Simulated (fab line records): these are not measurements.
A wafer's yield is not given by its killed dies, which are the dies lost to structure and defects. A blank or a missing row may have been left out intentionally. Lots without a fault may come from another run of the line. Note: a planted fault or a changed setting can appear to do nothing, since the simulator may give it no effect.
fab line records	flow gf180mcu	part 2 of 2: steps 37 to 48 of 48
[record] lots = 5	wafers = 15	last-day = 33
route steps=602 shown LVPWELL@61 MVSD@66 MVPSD@78 VT_IMPLANT@90
lots that met no fault: taken from a fault-free run of the same line
start-h: the number of hours between the record's first day and the start of the first shown wafer of the lot	wait-h: hours elapsed since this lot's preceding step	" repeats the value in the row above	L1.1+2: one row covering several wafers at once	- value missing, or start not given	* or withheld: withheld	< > ~ a bound
route shown NAME@n: names a module that has steps shown in the file, with the first one's number in the route	usual: mean and standard deviation over wafers with no fault	same: alike in all rows	chamber/n: place in a boat	sites: each site's reading	_std_site: standard deviation of those values	_edge_site: mean of outer sites minus mean of inner sites	radius-mm: for every site, how far away it sits from the centre of the wafer	mask NAME#n: copy n	behind: tool/chamber where the wafer was last shaped	hold: reason for holding the lot/hours on hold/outcome of the hold	device: whichever transistor did not switch (one of n, p or np)	end of line: tests of these same wafers at the route's end	where a step has no rows: the recipe by itself	killed: the dies lost at the first sort to structure and to defects; this is not the yield of the wafer	map: a wafer's dies, x killed, . not, _ none there
set.NAME: the run value of the setting; set.NAME@STEP: its run value at that earlier step	model.NAME: the simulator's own value behind a step, which no gauge read
lots seen at some steps along the route; tables by step, rows by wafer
services: the hour from which a tool's chamber was out of use, counted from the record's first day as start-h (under 0 if before that day), plus the number of hours and why
[[steps]]
[step GF_VT_IMPLANT_OVL_MEAS_07]
[usual] VT_IMPLANT_OVL = 0.1/1.7
lot.wafer	tool	chamber	start-h	wait-h	VT_IMPLANT_OVL[nm]
L074.1	overlay-01	-	111.44	0.1	-0.1
L074.4	"	-	"	"	0.1
L074.6	"	-	"	"	1.1
L075.1	overlay-02	-	117.39	0.1	-3.4
L075.2	"	-	"	"	-2.3
L075.4	"	-	"	"	-4.7
L076.2	overlay-02	-	120.43	0.1	1.2
L076.3	"	-	"	"	-0.6
L076.6	"	-	"	"	-1.1
L091.3	overlay-02	-	214.80	0.1	0.5
L091.4	"	-	"	"	0.8
L091.6	"	-	"	"	1.9
L092.1	overlay-02	-	219.83	0.1	-2.5
L092.2	"	-	"	"	-2.4
L092.5	"	-	"	"	-1.5
[step GF_VT_IMPLANT_IMPLANT_08]
[recipe] species = BF2	energy-kev = 20	dose-cm2 = 8.29e+12	tilt-deg = 7
lot.wafer	tool	chamber	start-h	wait-h
L074.1+4+6	implanter-01	0	111.48	0.0
L075.1+2+4	implanter-01	0	117.43	0.0
L076.2+3+6	implanter-04	0	120.48	0.0
L091.3+4+6	implanter-01	0	214.87	0.1
L092.1+2+5	implanter-02	0	219.87	0.0
[step GF_VT_IMPLANT_STRIP_09]
[recipe] chemistry = O2/N2	power-w = 1400	pressure-mtorr = 1500	platen-temp-c = 250	o2-flow-sccm = 3000	n2-flow-sccm = 300	overash-fraction = 0.5
[usual] drypump-motor-current-A = 5.74/0.25	heater-power-w = 307/37	oes-product-au = 0.716/0.0046	strip-time-to-endpoint-s = 12.63/0.034
lot.wafer	tool	chamber	start-h	wait-h	drypump-motor-current-A	heater-power-w	oes-product-au	rf-hours-counter-h	strip-time-to-endpoint-s
L074.1	plasma-asher-03	0	111.63	0.1	5.41	263	0.719	33	12.61
L074.4	"	0	"	"	5.40	264	0.719	-	12.63
L074.6	"	0	"	"	5.41	261	0.719	-	12.61
L075.1	plasma-asher-03	1	117.58	0.1	5.86	338	0.727	34	12.63
L075.2	"	0	"	"	5.40	263	0.716	34	12.63
L075.4	"	1	"	"	5.87	334	0.710	-	12.63
L076.2	plasma-asher-01	1	120.61	0.1	5.98	351	0.719	0	12.66
L076.3	"	1	"	"	5.96	361	0.708	-	12.69
L076.6	"	0	"	"	5.30	275	0.719	-	12.69
L091.3	plasma-asher-01	1	215.00	0.1	5.99	361	0.715	-	12.71
L091.4	"	0	"	"	5.29	274	0.717	-	12.67
L091.6	"	0	"	"	5.29	270	0.710	-	12.66
L092.1	plasma-asher-02	1	220.02	0.1	5.97	275	0.719	55	12.64
L092.2	"	0	"	"	5.82	350	0.714	55	12.59
L092.5	"	0	"	"	5.82	344	0.716	-	12.61
[step GF_VT_IMPLANT_TW_MEAS_10]
[usual] VT_IMPLANT_TW = 562/5.3
lot.wafer	tool	chamber	start-h	wait-h	VT_IMPLANT_TW
L074.1	film-metro-03	-	111.73	0.1	559
L074.4	"	-	"	"	559
L074.6	"	-	"	"	560
L075.1	film-metro-03	-	117.68	0.1	559
L075.2	"	-	"	"	562
L075.4	"	-	"	"	563
L076.2	film-metro-03	-	120.72	0.1	556
L076.3	"	-	"	"	559
L076.6	"	-	"	"	559
L091.3	film-metro-04	-	215.09	0.1	570
L091.4	"	-	"	"	569
L091.6	"	-	"	"	572
L092.1	film-metro-03	-	220.12	0.1	558
L092.2	"	-	"	"	558
L092.5	"	-	"	"	555
[step GF_VT_IMPLANT_DEHYDRATE_11]
[recipe] temp-c = 200	time-s = 60
lot.wafer	tool	chamber	start-h	wait-h
L074.1+4+6	litho-track-01	0	117.99	6.3
L075.1+2+4	litho-track-02	0	124.44	6.8
L076.2+3+6	litho-track-04	0	127.56	6.8
L091.3+4+6	litho-track-02	0	223.09	8.0
L092.1+2+5	litho-track-02	0	228.64	8.5
[step GF_VT_IMPLANT_HMDS_12]
[recipe] prime-time-s = 60	prime-temp-c = 120
[same] prime-time-s = 60
lot.wafer	tool	chamber	start-h	wait-h
L074.1+4+6	litho-track-01	0	118.14	0.1
L075.1+2+4	litho-track-02	0	124.59	0.1
L076.2+3+6	litho-track-04	0	127.71	0.1
L091.3+4+6	litho-track-02	0	223.24	0.1
L092.1+2+5	litho-track-02	0	228.79	0.1
[step GF_VT_IMPLANT_COAT_13]
[recipe] resist = NOVOLAK	spin-rpm = 3000	resist-thk-nm = 1000
lot.wafer	tool	chamber	start-h	wait-h
L074.1+4+6	litho-track-01	0	118.29	0.1
L075.1+2+4	litho-track-02	0	124.74	0.1
L076.2+3+6	litho-track-04	0	127.86	0.1
L091.3+4+6	litho-track-02	0	223.39	0.1
L092.1+2+5	litho-track-02	0	228.94	0.1
[step GF_VT_IMPLANT_SOFTBAKE_14]
[recipe] temp-c = 90	time-s = 60	resist = NOVOLAK
lot.wafer	tool	chamber	start-h	wait-h
L074.1+4+6	litho-track-01	0	118.44	0.1
L075.1+2+4	litho-track-02	0	124.89	0.1
L076.2+3+6	litho-track-04	0	128.01	0.1
L091.3+4+6	litho-track-02	0	223.54	0.1
L092.1+2+5	litho-track-02	0	229.09	0.1
[step GF_VT_IMPLANT_EXPOSE_15]
[recipe] mask-id = Nwell_LV_AREA	target-cd-nm = 860	na = 0.6	source-shape = conventional	sigma-outer = 0.6	dose-mj = 140
[usual] stage-vel-mm-s = 500.03/0.26
[same] na = 0.6
lot.wafer	tool	chamber	start-h	wait-h	mask	stage-vel-mm-s
L074.1	iline-stepper-02	0	-	-	Nwell_LV_AREA#0	499.98
L074.4	"	0	"	"	Nwell_LV_AREA#0	499.87
L074.6	"	0	"	"	Nwell_LV_AREA#0	500.08
L075.1	iline-stepper-02	0	-	-	Nwell_LV_AREA#0	500.07
L075.2	"	0	"	"	Nwell_LV_AREA#0	500.04
L075.4	"	0	"	"	Nwell_LV_AREA#0	499.87
L076.2	iline-stepper-01	0	-	-	Nwell_LV_AREA#0	499.80
L076.3	"	0	"	"	Nwell_LV_AREA#0	500.39
L076.6	"	0	"	"	Nwell_LV_AREA#0	500.13
L091.3	iline-stepper-02	0	-	-	Nwell_LV_AREA#0	500.15
L091.4	"	0	"	"	Nwell_LV_AREA#0	500.17
L091.6	"	0	"	"	Nwell_LV_AREA#0	499.94
L092.1	iline-stepper-01	0	-	-	Nwell_LV_AREA#0	500.08
L092.2	"	0	"	"	Nwell_LV_AREA#0	499.72
L092.5	"	0	"	"	Nwell_LV_AREA#0	499.88
[step GF_VT_IMPLANT_PEB_16]
[recipe] temp-c = withheld	time-s = *	resist = NOVOLAK
lot.wafer	tool	chamber	start-h	wait-h
L074.1+4+6	litho-track-04	0	-	-
L075.1+2+4	litho-track-02	0	-	-
L076.2+3+6	litho-track-01	0	-	-
L091.3+4+6	litho-track-02	0	-	-
L092.1+2+5	litho-track-01	0	-	-
[step GF_VT_IMPLANT_DEVELOP_17]
[recipe] develop-time-s = 60	dev-temp-c = 23
lot.wafer	tool	chamber	start-h	wait-h
L074.1+4+6	litho-track-04	0	125.84	0.1
L075.1+2+4	litho-track-02	0	132.14	0.1
L076.2+3+6	litho-track-01	0	135.12	0.1
L091.3+4+6	litho-track-02	0	232.34	0.1
L092.1+2+5	litho-track-01	0	238.29	0.1
[step GF_VT_IMPLANT_OVL_MEAS_18]
[usual] VT_IMPLANT_01_OVL = -0.5/1.7
lot.wafer	tool	chamber	start-h	wait-h	VT_IMPLANT_01_OVL[nm]
L074.1	overlay-01	-	125.99	0.1	-1.0
L074.4	"	-	"	"	-0.2
L074.6	"	-	"	"	-0.8
L075.1	overlay-02	-	132.29	0.1	-4.5
L075.2	"	-	"	"	-3.0
L075.4	"	-	"	"	-3.1
L076.2	overlay-02	-	135.25	0.1	-0.6
L076.3	"	-	"	"	-2.0
L076.6	"	-	"	"	-2.4
L091.3	overlay-01	-	232.45	0.1	1.9
L091.4	"	-	"	"	0.1
L091.6	"	-	"	"	0.1
L092.1	overlay-02	-	238.44	0.1	-1.2
L092.2	"	-	"	"	-1.6
L092.5	"	-	"	"	-0.9
[[services]]
tool	chamber	start-h	hours	kind
implanter-04	-	62.65	19.8	repair
implanter-04	-	82.46	3.6	pm
plasma-asher-01	-	93.51	2.6	repair
implanter-02	-	94.10	1.9	pm
plasma-asher-02	-	97.92	12.8	repair
plasma-asher-03	-	100.43	9.8	repair
plasma-asher-01	-	108.75	9.0	pm
implanter-03	-	110.13	2.4	repair
plasma-asher-02	-	116.65	5.8	repair
implanter-03	-	126.23	1.2	pm
plasma-asher-01	-	129.51	14.6	pm
iline-stepper-02	-	144.97	2.1	pm
implanter-02	-	146.55	20.2	pm
iline-stepper-02	-	147.05	-	consumable-replace:lamp
implanter-01	-	161.21	5.0	repair
implanter-02	-	166.77	9.5	pm
implanter-02	-	169.11	4.1	repair
plasma-asher-03	-	172.22	1.0	repair
implanter-01	-	201.94	2.0	repair
plasma-asher-01	-	205.78	6.8	repair
iline-stepper-01	-	206.26	2.1	repair
plasma-asher-02	-	214.61	4.2	repair
implanter-01	-	215.17	1.1	repair
iline-stepper-01	-	227.05	1.7	pm
